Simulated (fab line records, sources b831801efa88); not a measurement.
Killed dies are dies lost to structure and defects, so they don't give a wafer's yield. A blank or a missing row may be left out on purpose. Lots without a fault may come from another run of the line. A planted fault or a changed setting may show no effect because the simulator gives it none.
Problem report in the 8D (eight disciplines) form, filled by code | flow sky130 | the parts of the form that need people (team, actions taken, sign-off) are left out

1. THE PROBLEM
run_length_s at SKY_VIA2_ETCH_15 reads a mean of 115.0 s on 6 wafers of 2 lots; wafers without a fault read 112.6 s with a standard deviation of 0.36. That is +6.8 standard deviations from the usual mean.
The step: etches SiO2 in C4F8/O2/Ar, stops on TiN, target depth 546 nm, time 84 s.
First seen on wafer L762.1, day 41 06:14, on rie_diel-02. The record holds 36 wafers of 12 lots with a number at this step. Rule for "out", or "out of limits": more than 4 standard deviations from the usual mean. The other wafers with a number count as sound.

2. WHAT IT IS AND WHAT IT IS NOT
question                    | is                     | is not
which readings at this step | run_length_s           | -
which lots                  | L762, L764             | L746, L747, L748, L749, L750, L751, L752, L754, L758, L768
which wafers of those lots  | all that have a number | -
read on which tools         | rie_diel-02            | rie_diel-01, rie_diel-03
when                        | from day 41 06:14      | up to then (27 sound wafers); but 3 sound wafers of L768 came after

3. SUSPECTS, AND WHAT RULES EACH OUT
Counting: a tool at a process step up to the reading stays a suspect if it ran every lot that is out and no sound lot after the first of them.
- rie_diel-02 at SKY_VIA2_ETCH_15 (etches SiO2 in C4F8/O2/Ar, stops on TiN, target depth 546 nm, time 84 s): kept. It ran every lot that is out, first L762 (day 41 06:14), and no sound lot after that; its last sound lot up to then is L758 (day 40 10:06). Its own readings are out on those wafers: run_length_s.
Left after counting: rie_diel-02 at SKY_VIA2_ETCH_15.

4. THE CAUSE (what the simulator had put in)
Process parameter drift: rie_diel-02, from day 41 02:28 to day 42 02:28, at SKY_VIA2_ETCH_15. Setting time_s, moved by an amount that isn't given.
Counting left only this tool.

5. THE CHAIN OF EFFECTS, in route order
Each row: a reading whose mean over the struck wafers that have a number lies more than 3 standard deviations from the usual. Only readings for which the record gives a usual standard deviation are gone through. hours: the time from each lot's start at the first step in this table that gives one to its start at this step, as a median over the lots. sigmas: the change in usual standard deviations.
hours | step             | reading        | usual      | on struck wafers | change | sigmas
0     | SKY_VIA2_ETCH_15 | oes_product_au | 0.939 a.u. | 0.920            | -0.019 | -4.3
0     | SKY_VIA2_ETCH_15 | run_length_s   | 112.6 s    | 115.0            | +2.5   | +6.8
The process steps in it:
- SKY_VIA2_ETCH_15: etches SiO2 in C4F8/O2/Ar, stops on TiN, target depth 546 nm, time 84 s.

6. WHAT WOULD HAVE CAUGHT IT SOONER
In this record the first reading out of limits was taken at day 41 06:14, 4 hours after the fault began at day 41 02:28.
